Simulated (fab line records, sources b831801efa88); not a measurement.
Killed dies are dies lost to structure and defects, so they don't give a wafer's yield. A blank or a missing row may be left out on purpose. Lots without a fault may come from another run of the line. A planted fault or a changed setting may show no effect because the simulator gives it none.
Chamber matching | flow sfq_line | SFQ_TRILAYER_I6_VIA_BARC_OPEN_VIA_ETCH_235 on rie_diel-03: 4 sister chambers
The step etches BARC in O2, target depth 125 nm, time 41.7 s. 4 wafers are shown with their chamber, then 7 later ones without.

WAFERS WITH THEIR CHAMBER
wafer  | chamber | drypump_motor_current_A (A)
L495.6 | 0       | 5.1
L497.4 | 2       | 6.5
L497.6 | 3       | 5.2
L498.2 | 1       | 6.5

WAFERS WITHOUT THEIR CHAMBER
wafer  | drypump_motor_current_A (A)
L498.3 | 5.2
L498.6 | 6.5
L511.1 | 5.3
L511.3 | 5.1
L513.2 | 5.2
L513.4 | 6.5
L513.6 | 5.2

WHICH CHAMBER EACH WENT THROUGH
wafer  | from the rows above     | in truth
L498.3 | 3                       | 3
L498.6 | can't be placed: 1 or 2 | 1
L511.1 | 3                       | 3
L511.3 | 0                       | 0
L513.2 | 3                       | 3
L513.4 | can't be placed: 1 or 2 | 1
L513.6 | 3                       | 3
Placed correctly: 5 of 7. Can't be placed from these rows: 2 (the true chamber is among the candidates in 2). Placed wrongly: 0.
How it was worked out, from the rows above alone: a wafer's distance from a chamber is the root of the sum, over the readings, of the square of ((its reading less the chamber's mean) divided by the reading's scatter). The wafer belongs to the nearest chamber; if the next one is less than 2 further off, it can't be placed. A chamber's mean is the mean of its shown wafers. The scatter: with one shown wafer a chamber, the root of the mean of the squares of how far each hidden wafer lies from its nearest shown one.
